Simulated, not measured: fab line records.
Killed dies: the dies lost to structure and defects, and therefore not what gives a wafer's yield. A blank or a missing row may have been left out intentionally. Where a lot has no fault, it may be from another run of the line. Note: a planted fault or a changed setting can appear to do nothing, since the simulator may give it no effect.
Which of the tools did it?	flow sky130	11 lots with 33 wafers sampled at 5 steps, on a route of 708 steps

WHAT THE GAUGES SHOWED, per wafer
Not one reading of a measure or inspect step in the record can be checked against a usual standard deviation.

TOOL THAT RAN EACH LOT (tool first, then ch and the chambers of the sampled wafers, then the start)
lot	SKY_METAL4_ETCH_17	SKY_METAL5_DESCUM_14	SKY_PASSIVATION_DEVELOP_10	SKY_PASSIVATION_STRIP_12	SKY_PAD_OPEN_PROBE_99
L958	rieDiel-04 ch 0,2,3, day 41 15:20	rieMetal-01 ch 0, day 43 16:28	lithoTrack-04 ch 0, day 44 16:00	plasmaAsher-02 ch 0,1, day 44 16:25	-
L960	rieDiel-04 ch 1,2,3, day 42 09:41	rieMetal-04 ch 0,1, day 44 09:34	lithoTrack-02 ch 0, day 45 08:00	plasmaAsher-01 ch 0,1, day 45 08:40	-
L961	rieDiel-03 ch 2,3, day 42 13:53	rieMetal-04 ch 0,1, day 44 14:00	lithoTrack-02 ch 0, day 45 11:00	plasmaAsher-02 ch 0,1, day 45 12:10	-
L962	rieDiel-04 ch 0,1,3, day 42 20:14	rieMetal-04 ch 0,1, day 44 19:47	lithoTrack-01 ch 0, day 45 18:00	plasmaAsher-04 ch 0,1, day 45 18:22	prober-01, day 46 17:41
L963	rieDiel-02 ch 1,2,3, day 43 07:11	rieMetal-01 ch 0,1, day 45 05:15	lithoTrack-02 ch 0, day 46 02:00	plasmaAsher-02 ch 0,1, day 46 03:04	prober-02, day 47 02:38
L964	rieDiel-03 ch 1,2, day 43 10:08	rieMetal-04 ch 0,1, day 45 08:52	lithoTrack-02 ch 0, day 46 06:00	plasmaAsher-02 ch 0,1, day 46 06:53	prober-01, day 47 05:35
L972	rieDiel-04 ch 0,3, day 45 17:20	rieMetal-01 ch 0,1, day 47 12:47	lithoTrack-04 ch 0, day 48 08:00	plasmaAsher-04 ch 0,1, day 48 08:55	prober-01, day 49 05:37
L974	rieDiel-02 ch 2,3, day 46 06:40	rieMetal-04 ch 0,1, day 48 01:40	lithoTrack-01 ch 0, day 48 20:00	plasmaAsher-02 ch 0,1, day 48 20:51	-
L978	rieDiel-03 ch 0,1, day 47 17:49	rieMetal-04 ch 0,1, day 49 10:26	lithoTrack-01 ch 0, day 50 03:00	plasmaAsher-02 ch 0,1, day 50 04:10	-
L980	rieDiel-04 ch 1,2,3, day 48 07:50	rieMetal-04 ch 0,1, day 49 21:45	lithoTrack-02 ch 0, day 50 14:00	plasmaAsher-01 ch 0,1, day 50 14:19	prober-01, day 51 05:06
L979	rieDiel-03 ch 1,2, day 48 11:25	rieMetal-01 ch 1, day 50 00:46	lithoTrack-02 ch 0, day 50 18:00	plasmaAsher-02 ch 0,1, day 50 18:43	prober-01, day 51 09:21
- SKY_METAL4_ETCH_17: etches SiO2 in C4F8/O2/Ar, stops on TiN, time 3.9 s, target depth 15 nm.
- SKY_METAL5_DESCUM_14: chemistry O2, time 11 s.
- SKY_PASSIVATION_DEVELOP_10: develop time 60 s.
- SKY_PASSIVATION_STRIP_12: strips in O2/N2.
- SKY_PAD_OPEN_PROBE_99

AS READ BY THE TOOLS THEMSELVES (means over the sampled wafers that have a number; for cases with no such wafer, the mark the record gives instead)
SKY_METAL4_ETCH_17. Usual: chamberPressureMTorr 40.00 mTorr, standard deviation 0.033; oesProductAu 0.757 a.u., standard deviation 0.0079.
lot	tool	chamberPressureMTorr (mTorr)	oesProductAu (a.u.)	flag
L958	rieDiel-04	40.03	0.756	
L960	rieDiel-04	40.00	0.763	
L961	rieDiel-03	40.00	0.751	
L962	rieDiel-04	39.96	0.759	
L963	rieDiel-02	40.03	0.762	
L964	rieDiel-03	39.99	0.759	
L972	rieDiel-04	40.02	0.763	
L974	rieDiel-02	40.01	0.754	
L978	rieDiel-03	39.95	0.753	
L980	rieDiel-04	40.00	0.768	
L979	rieDiel-03	39.98	0.751	

SKY_METAL5_DESCUM_14. Usual: chamberPressureMTorr 10.000 mTorr, standard deviation 0.0085; drypumpMotorCurrentA 5.8 A, standard deviation 0.45; heBacksideLeakSccm 3.22 sccm, standard deviation 0.18; oesProductAu 1.002 a.u., standard deviation 0.012.
lot	tool	chamberPressureMTorr (mTorr)	drypumpMotorCurrentA (A)	heBacksideLeakSccm (sccm)	oesProductAu (a.u.)	flag
L958	rieMetal-01	10.008	5.2	3.10	0.989	
L960	rieMetal-04	10.003	5.9	3.16	1.009	
L961	rieMetal-04	9.994	5.9	3.21	1.016	
L962	rieMetal-04	9.999	5.7	3.31	1.006	
L963	rieMetal-01	10.005	6.1	3.18	0.995	
L964	rieMetal-04	9.996	5.9	3.21	1.007	
L972	rieMetal-01	10.001	6.0	3.09	1.002	
L974	rieMetal-04	9.997	5.9	3.41	0.998	
L978	rieMetal-04	10.003	5.9	3.37	1.002	
L980	rieMetal-04	10.003	5.9	3.35	1.000	
L979	rieMetal-01	10.005	6.5	3.16	1.001	

SKY_PASSIVATION_DEVELOP_10. Usual: developerTempC 23.00 C, standard deviation 0.11; exhaustPa 44.9 Pa, standard deviation 0.94; resistLineTempC 22.99 C, standard deviation 0.096.
lot	tool	developerTempC (C)	exhaustPa (Pa)	resistLineTempC (C)	flag
L958	lithoTrack-04	22.95	45.1	23.11	
L960	lithoTrack-02	22.88	44.1	22.91	
L961	lithoTrack-02	22.94	44.5	22.95	
L962	lithoTrack-01	22.95	44.2	23.00	
L963	lithoTrack-02	23.93	44.5	23.07	OFF
L964	lithoTrack-02	23.93	46.0	22.95	OFF
L972	lithoTrack-04	23.14	43.6	22.97	
L974	lithoTrack-01	22.95	45.6	23.02	
L978	lithoTrack-01	22.91	44.7	22.99	
L980	lithoTrack-02	22.96	45.3	23.02	
L979	lithoTrack-02	23.00	45.7	23.02	

SKY_PASSIVATION_STRIP_12. Usual: chamberPressureMTorr 1500.0 mTorr, standard deviation 1.4; drypumpMotorCurrentA 5.72 A, standard deviation 0.29; oesProductAu 0.661 a.u., standard deviation 0.0046; stripTimeToEndpointS 31.56 s, standard deviation 0.15.
lot	tool	chamberPressureMTorr (mTorr)	drypumpMotorCurrentA (A)	oesProductAu (a.u.)	stripTimeToEndpointS (s)	flag
L958	plasmaAsher-02	1501.4	5.70	0.663	31.64	
L960	plasmaAsher-01	1499.5	5.46	0.658	31.62	
L961	plasmaAsher-02	1498.5	5.90	0.659	31.62	
L962	plasmaAsher-04	1500.1	5.81	0.662	31.46	
L963	plasmaAsher-02	1499.9	5.90	0.662	31.73	
L964	plasmaAsher-02	1499.8	5.69	0.658	31.56	
L972	plasmaAsher-04	1500.3	5.81	0.663	31.44	
L974	plasmaAsher-02	1499.3	5.69	0.655	31.52	
L978	plasmaAsher-02	1500.3	5.91	0.660	31.57	
L980	plasmaAsher-01	1500.2	5.62	0.661	31.47	
L979	plasmaAsher-02	1499.7	5.70	0.657	31.53	

SKY_PAD_OPEN_PROBE_99. Usual: defectLimitedYield 82.8 %, standard deviation 2.1; killed_at_M0_to_M3 42, standard deviation 6.6; killed_at_M4_up 3.1, standard deviation 1.9; killedAtContacts 24, standard deviation 5.6; killedAtFrontEnd 15, standard deviation 4.8; killedAtOther 0.3, standard deviation 0.48; killedDies 84, standard deviation 10; killedOpen 47, standard deviation 6.8; killedShort 37, standard deviation 6.8; sort_bin_3_pad_short 0.9 %, standard deviation 0.48; sort_bin_5_function 10.1 %, standard deviation 1.4; sort_bin_6_memory 6.2 %, standard deviation 1.2; sort_bin_8_speed 0.00 %, standard deviation 0.017; sortNPass 408, standard deviation 10; sortYieldPct 82.8 %, standard deviation 2.1.
lot	tool	defectLimitedYield (%)	killed_at_M0_to_M3	killed_at_M4_up	killedAtContacts	killedAtFrontEnd	killedAtOther	killedDies	killedOpen	killedShort	sort_bin_3_pad_short (%)	sort_bin_5_function (%)	sort_bin_6_memory (%)	sort_bin_8_speed (%)	sortNPass	sortYieldPct (%)	flag
L962	prober-01	81.2	43	3.7	25	21	0.0	93	57	35	0.5	10.9	7.4	0.00	399	81.2	
L963	prober-02	83.7	37	3.0	24	16	0.0	80	48	33	0.7	9.3	6.3	0.00	412	83.7	
L964	prober-01	78.5	50	3.7	30	21	0.7	106	62	44	1.1	12.3	8.0	0.00	386	78.5	
L972	prober-01	83.4	40	2.0	27	13	0.0	81	48	33	0.8	10.1	5.7	0.00	411	83.4	
L980	prober-01	80.1	50	4.0	28	16	0.3	98	51	46	1.1	11.7	7.2	0.00	394	80.1	
L979	prober-01	83.6	44	3.3	21	13	0.0	81	45	36	1.2	9.1	6.0	0.00	411	83.6	

THE ANSWER, worked out from the rows above alone
Rule: a lot counts as off when the mean over its wafers that have a number is more than 3 standard deviations away from the usual mean. Also off: a lot with no number at a reading for which 4 or more lots have one. All remaining lots with rows at the step are treated as sound. The gauges are gone through in route order, then the tools' own readings, and for those a lot's mean is taken as printed above. The first step at which some lot is off is used, and at that step the reading that is off furthest; a lot without a number counts as furthest.
Off at SKY_PASSIVATION_DEVELOP_10 (developerTempC): L963, L964.
A tool fits if, at that step or a process step before it, it ran every lot that is off, and no sound lot after the first of them. None of those tried fits.

WHAT THE SIMULATOR HAD INSERTED
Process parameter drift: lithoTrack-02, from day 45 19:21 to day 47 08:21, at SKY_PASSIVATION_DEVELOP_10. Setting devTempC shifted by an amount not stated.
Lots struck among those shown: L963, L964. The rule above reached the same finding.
